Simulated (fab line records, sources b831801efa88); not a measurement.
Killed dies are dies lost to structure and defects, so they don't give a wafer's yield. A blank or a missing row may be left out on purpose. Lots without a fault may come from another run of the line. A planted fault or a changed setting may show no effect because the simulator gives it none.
One fault seen from 2 desks | flow gf180mcu | each desk has only its own numbers; what lay behind them comes last

THE METROLOGY DESK
What the gauges read, lot by lot, whatever tool the lot ran on: means of the sampled wafers that have a number. A lot is out of limits, marked OUT, if its mean lies more than 4 standard deviations from the usual mean; the brackets give that distance.
Columns: A = cd_nm at GF_SAB_CD_MEAS_09, usual 419.5 nm; B = SAB_OVL at GF_SAB_OVL_MEAS_10, usual 0.5 nm
lot  | first seen here | A     | B
L406 | day 17 14:28    | 420.2 | 0.9
L415 | day 20 15:13    | 415.6 | 0.8
L420 | day 22 07:16    | 421.1 | 0.1
L422 | day 23 01:46    | 423.3 | -0.5
L423 | day 23 10:08    | 419.6 | 0.6
This desk's finding: nothing out of limits on any of the 5 lots.

THE TOOL OWNER'S DESK: pvd_sputter-03
The tool's own readings at GF_SALICIDE_SPUTTER_02 (material Co, target thk 10 nm, time 20 s): means of the sampled wafers that have a number, for each lot that ran on this tool. A lot is out of limits, marked OUT, if its mean lies more than 4 standard deviations from the usual mean; the brackets give that distance.
Columns: A = chamber_pressure_pa at GF_SALICIDE_SPUTTER_02, usual 0.4000 Pa; B = throttle_valve_pct at GF_SALICIDE_SPUTTER_02, usual 30.1 %
lot  | first seen here | A      | B
L406 | day 17 14:58    | 0.4002 | 29.9
L422 | day 23 02:17    | 0.3997 | 29.6
L423 | day 23 10:37    | 0.3994 | 29.9
This desk's finding: nothing out of limits on any of the 3 lots.

PUT TOGETHER
The metrology desk saw nothing out of limits.
The tool owner's desk saw nothing out of limits.

WHAT THE SIMULATOR HAD PUT IN
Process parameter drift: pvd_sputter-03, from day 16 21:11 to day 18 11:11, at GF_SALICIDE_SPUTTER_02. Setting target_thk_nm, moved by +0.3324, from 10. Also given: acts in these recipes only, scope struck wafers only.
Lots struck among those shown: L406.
